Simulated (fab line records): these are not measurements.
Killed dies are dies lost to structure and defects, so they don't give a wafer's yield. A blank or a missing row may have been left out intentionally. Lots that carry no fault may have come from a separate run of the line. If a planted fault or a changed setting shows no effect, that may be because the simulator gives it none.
The tool behind it: which one?    flow sky130    12 lots, 36 wafers sampled, at 2 steps of a route of 708

## WHAT EACH GAUGE READ, for each wafer
SKY_METAL4_OVL_MEAS_14. Usual: for METAL4_OVL the level is -4 nm and the standard deviation is 6.5.
lot   measured      on          METAL4_OVL (nm)  flag
L448  day 42 01:46  overlay-02  -8 0 -5          
L449  day 42 06:41  overlay-01  -1 -3 -5         
L452  day 43 00:32  overlay-02  -12 -8 -16       
L453  day 43 05:24  overlay-02  -8 -7 -5         
L454  day 43 08:26  overlay-01  6 5 6            
L455  day 43 22:31  overlay-02  5 -2 -9          
L461  day 45 19:35  overlay-02  -17 -10 -12      
L464  day 46 17:21  overlay-02  -11 -2 -8        
L465  day 46 20:35  overlay-01  -11 -2 -12       
L467  day 46 23:31  overlay-02  -9 -12 -12       
L468  day 47 19:51  overlay-02  -21 -14 -12      
L469  day 48 00:39  overlay-01  -7 2 -6          

## WHICH TOOL RAN EACH LOT (tool, then ch and the chambers of the sampled wafers, then the start)
lot   SKY_VIA3_ETCH_15
L448  rie-diel-02 ch 0,1,3, day 39 23:24
L449  rie-diel-01 ch 0,1,3, day 40 02:57
L452  rie-diel-02 ch 0,2,3, day 40 22:15
L453  rie-diel-02 ch 0,2, day 41 03:07
L454  rie-diel-01 ch 0,1, day 41 08:08
L455  rie-diel-01 ch 0,2, day 41 21:40
L461  rie-diel-01 ch 0,1,2, day 43 21:11
L464  rie-diel-01 ch 0,2, day 44 20:28
L465  rie-diel-03 ch 0,2,3, day 44 23:28
L467  rie-diel-03 ch 0,2,3, day 45 03:12
L468  rie-diel-02 ch 0,3, day 46 01:25
L469  rie-diel-01 ch 0,1, day 46 07:00
- SKY_VIA3_ETCH_15: etches SiO2 in C4F8/O2/Ar, stops on TiN, target depth 507 nm, time 78 s.

## WHAT THE TOOLS THEMSELVES READ (means of the sampled wafers that have a number; where no wafer has one, the mark that the record gives instead)
SKY_VIA3_ETCH_15. Usual: bias-w 1200 W, standard deviation 3.2; oes-product-au 0.946 a.u., standard deviation 0.0047.
lot   tool         bias-w (W)  oes-product-au (a.u.)  flag
L448  rie-diel-02  1197        0.951                  
L449  rie-diel-01  1198        0.945                  
L452  rie-diel-02  1202        0.948                  
L453  rie-diel-02  1195        0.944                  
L454  rie-diel-01  1201        0.941                  
L455  rie-diel-01  1200        0.945                  
L461  rie-diel-01  1200        0.943                  
L464  rie-diel-01  1201        0.946                  
L465  rie-diel-03  1201        0.949                  
L467  rie-diel-03  1202        0.942                  
L468  rie-diel-02  1199        0.951                  
L469  rie-diel-01  1197        0.944                  

## THE ANSWER, worked out from the rows above alone
Rule: a lot counts as off when the mean over its wafers that have a number is more than 3 standard deviations away from the usual mean. A lot without any number at a reading at which 4 lots or more have one is off too. Where the step has rows for the other lots, those lots are counted as sound. First the gauges in route order, then the tools' own readings, where a lot's mean is used as printed above. The first step at which some lot is off is used, and at that step the reading that is off furthest; a lot without a number counts as furthest.
No lot is off on any of the readings shown, so nothing can be concluded from this.

## WHAT THE SIMULATOR HAD PUT IN
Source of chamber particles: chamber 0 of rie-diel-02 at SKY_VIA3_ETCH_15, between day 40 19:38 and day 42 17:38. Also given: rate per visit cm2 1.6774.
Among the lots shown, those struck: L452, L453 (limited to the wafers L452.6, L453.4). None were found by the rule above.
